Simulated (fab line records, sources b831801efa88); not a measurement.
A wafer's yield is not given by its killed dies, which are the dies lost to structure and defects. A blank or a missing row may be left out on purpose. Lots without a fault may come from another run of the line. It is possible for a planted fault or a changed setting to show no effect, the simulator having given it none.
A struck lot beside a sound one | flow gf180mcu | 15 steps out of a route of 602
Sound: the wafers L172.2, L172.3, L172.6. Struck: wafers L180.1, L180.5. (L180.6 of the same lot was not struck and is left out.) The cause comes at the end.
Each step with rows lists, per side, the tool, then ch with its chambers, then its first start. Under that, the readings that differ: sound wafers | struck wafers | difference of the means | sigmas: that difference in standard deviations of wafers without a fault.
alike: same words and numbers on both sides, and readings whose means sit less than 2 such deviations apart. not compared: any withheld reading, any reading some wafer has no value for, any bound like >300 that may hide the same value, and any number with overlapping values for which the record gives no deviation.
Wherever a step has rows on one side only, a row that says differs or no value, or a row with sigmas, the two part there. Numbers that don't overlap but have no deviation are shown without sigmas and don't part them. Lack of a reading on every wafer of one side parts them only where that side has two or more wafers.

first, 6 steps without rows for these wafers: GF_M4_HMDS_08 (prime time 60 s); GF_M4_COAT_09 (resist thk 1000 nm); GF_M4_SOFTBAKE_10 (time 60 s); GF_M4_EXPOSE_11 (exposes mask Metal4, target cd 280 nm); GF_M4_PEB_12 (peb time 90 s); GF_M4_DEVELOP_13 (develop time 60 s).
GF_M4_CD_MEAS_14: the cd target is 280 nm.
  sound on cd_sem-02, day 24 03:36; struck on cd_sem-02, day 27 03:56
  reading    | sound             | struck      | difference | sigmas
  cd_nm (nm) | 280.8 280.3 280.6 | 278.8 278.4 | -2.0       | -2
GF_M4_OVL_MEAS_15:
  sound on overlay-02, day 24 03:43; struck on overlay-02, day 27 04:03
  alike: M4_OVL
GF_M4_METAL_ETCH_16: etches the open film in Cl2/BCl3, stops on SiO2, target depth 627.5 nm, time 104.6 s.
  sound on rie_metal-01 ch 0,1, day 24 03:44; struck on rie_metal-01 ch 0,1, day 27 04:05
  alike: bias_w, drypump_motor_current_A, he_backside_leak_sccm, oes_product_au, throttle_valve_pct
  not compared: rf_hours_counter_h
GF_M4_STRIP_17: strips in O2/N2.
  sound on plasma_asher-04 ch 1, day 24 03:51; struck on plasma_asher-04 ch 0, day 27 04:12
  reading                     | sound       | struck  | difference | sigmas
  drypump_motor_current_A (A) | 6.2 6.2 6.2 | 5.1 5.0 | -1.2       | -2
  alike: heater_power_w, oes_product_au, strip_time_to_endpoint_s
  not compared: rf_hours_counter_h
then, 2 steps without rows for these wafers: GF_M4_STRIP_18 (strips in post etch residue remover, time 1200 s); GF_M4_CLEAN_19 (cleans in DIW).
GF_V4_CVD_00: deposits SiO2, target thk 600 nm, time 100 s.
  sound on hdpcvd-01 ch 0,2, day 24 04:25; struck on hdpcvd-01 ch 1, day 27 04:44
  reading                             | sound             | struck      | difference | sigmas
  sih4_flow_sccm (sccm)               | 60.12 60.01 59.94 | 51.04 50.89 | -9.06      | -50
  model.SiO2_of_V4_CVD_00.thk_nm (nm) | 596 598.4 605.8   | 506.8 507.4 | -93.0      |
  alike: pressure_mtorr
GF_V4_THK_MEAS_01:
  sound on film_metro-02, day 24 04:30; struck on film_metro-02, day 27 04:49
  reading            | sound       | struck  | difference | sigmas
  V4_CVD_00_THK (nm) | 597 598 606 | 507 507 | -93        | -14
GF_V4_CVD_02: deposits SiO2 from TEOS, target thk 850 nm, time 94.851 s.
  sound on pecvd-01 ch 0,1, day 24 04:33; struck on pecvd-03 ch 2, day 27 04:52
  alike: heater_power_w

## WHERE THEY PART
First at GF_M4_CD_MEAS_14; last, within this record, at GF_V4_THK_MEAS_01. Later steps at which nothing parts them and some readings are alike: GF_V4_CVD_02.

WHY: what had been put in by the simulator
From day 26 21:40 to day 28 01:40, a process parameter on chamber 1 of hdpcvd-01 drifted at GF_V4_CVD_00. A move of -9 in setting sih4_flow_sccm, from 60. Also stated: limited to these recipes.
